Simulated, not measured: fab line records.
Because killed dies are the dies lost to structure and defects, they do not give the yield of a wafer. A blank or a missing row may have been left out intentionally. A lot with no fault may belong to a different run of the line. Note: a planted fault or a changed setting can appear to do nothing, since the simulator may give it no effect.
One fault seen from 2 desks :: flow gf180mcu :: numbers are kept per desk, each desk with only its own; the story behind them comes last

## AT THE METROLOGY DESK
Lot by lot, what the gauges showed, no matter which tool ran the lot: averages of those sampled wafers that carry a number. The brackets show how far a lot's mean lies from the usual mean; more than 4 standard deviations puts the lot out of limits, marked OUT.
Columns: A = VT_IMPLANT_4_TW at GF_VT_IMPLANT_TW_MEAS_43, usual 693; B = NWELL_RS at GF_VT_IMPLANT_RS_MEAS_47, usual 487.6 ohm/sq; C = V2_W_THK at GF_V2_THK_MEAS_25, usual 361 nm; D = cdNm at GF_V3_CD_MEAS_14, usual 260.2 nm
lot: L635
first seen here: day 7 18:39
A: 691
B: 487.8
C: 362
D: 259.0

lot: L637
first seen here: day 8 05:40
A: 699
B: 491.2
C: 360
D: 259.9

lot: L638
first seen here: day 8 14:17
A: 698
B: 488.3
C: 355
D: 262.7

lot: L639
first seen here: day 8 20:02
A: 691
B: 486.2
C: 357
D: 262.5

lot: L641
first seen here: day 9 14:39
A: 687
B: 488.8
C: 368
D: 260.5

lot: L642
first seen here: day 9 16:12
A: 696
B: 488.2
C: 355
D: 260.5

lot: L643
first seen here: day 9 23:28
A: 686
B: 487.5
C: 365
D: 260.7

lot: L644
first seen here: day 10 08:25
A: 691
B: 486.8
C: 359
D: 260.1

lot: L648
first seen here: day 11 09:41
A: 697
B: 482.8
C: 358
D: 259.6

lot: L651
first seen here: day 12 05:27
A: 690
B: 485.2
C: 357
D: 260.8

lot: L652
first seen here: day 12 13:44
A: 697
B: 481.6 (-4.3) OUT
C: 350
D: 258.9

lot: L653
first seen here: day 13 01:16
A: 686
B: 486.8
C: 365
D: 260.4

lot: L654
first seen here: day 13 01:32
A: 697
B: 485.5
C: 360
D: 261.6

lot: L656
first seen here: day 13 18:18
A: 697
B: 485.8
C: 366
D: 261.0
This desk's finding: out of limits on L652; first on L652, day 12 14:06 (NWELL_RS at GF_VT_IMPLANT_RS_MEAS_47). L635, L637, L638, L639, L641, L642, L643, L644, L648, L651, L653, L654, L656: within limits.

## DESK OF THE TOOL OWNER: implanter-02
GF_NWELL_IMPLANT_09, tool's own readings: per-lot mean of the sampled wafers with a number, covering each lot this tool ran. The brackets show how far a lot's mean lies from the usual mean; more than 4 standard deviations puts the lot out of limits, marked OUT.
Columns: A = beamEnergyKeV at GF_NWELL_IMPLANT_09, usual 160.01; B = doseIonsCm2 at GF_NWELL_IMPLANT_09, usual 4.001e+12; C = faradayCurrentUA at GF_NWELL_IMPLANT_09, usual 22.5
lot: L635
first seen here: day 3 12:55
A: 160.08
B: 3.995e+12
C: 22.3

lot: L637
first seen here: day 3 22:38
A: 160.01
B: 4.001e+12
C: 22.7

lot: L641
first seen here: day 4 23:41
A: 160.04
B: 3.996e+12
C: 22.9

lot: L642
first seen here: day 5 04:22
A: 160.10
B: 4.001e+12
C: 22.5

lot: L648
first seen here: day 6 11:34
A: 159.97
B: 4.257e+12 (+57) OUT
C: 23.9

lot: L651
first seen here: day 7 02:55
A: 160.05
B: 4.259e+12 (+57) OUT
C: 23.7

lot: L652
first seen here: day 7 10:31
A: 160.00
B: 4.261e+12 (+58) OUT
C: 23.6
This desk finds L648, L651, L652 out of limits, L648 being first, at day 6 11:34 (doseIonsCm2 at GF_NWELL_IMPLANT_09). L635, L637, L641, L642: within limits.

## TAKEN TOGETHER
The tool owner's desk could have raised an alarm at day 6 11:34, on L648, L651, L652.
At day 12 14:06 the metrology desk could have sounded an alarm, on L652.
The metrology desk has L648, L651 on record, within its limits.
Of the lots named, all ran GF_NWELL_IMPLANT_09 on implanter-02.

## WHAT THE SIMULATOR HAD PUT IN
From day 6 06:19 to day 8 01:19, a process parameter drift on implanter-02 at GF_NWELL_IMPLANT_09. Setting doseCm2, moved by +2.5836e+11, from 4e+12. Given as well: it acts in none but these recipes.
Shown lots that were struck: L648, L651, L652.
Hours from the fault's start to each desk's first reading out of limits: the tool owner's desk, 5; the metrology desk, 152.
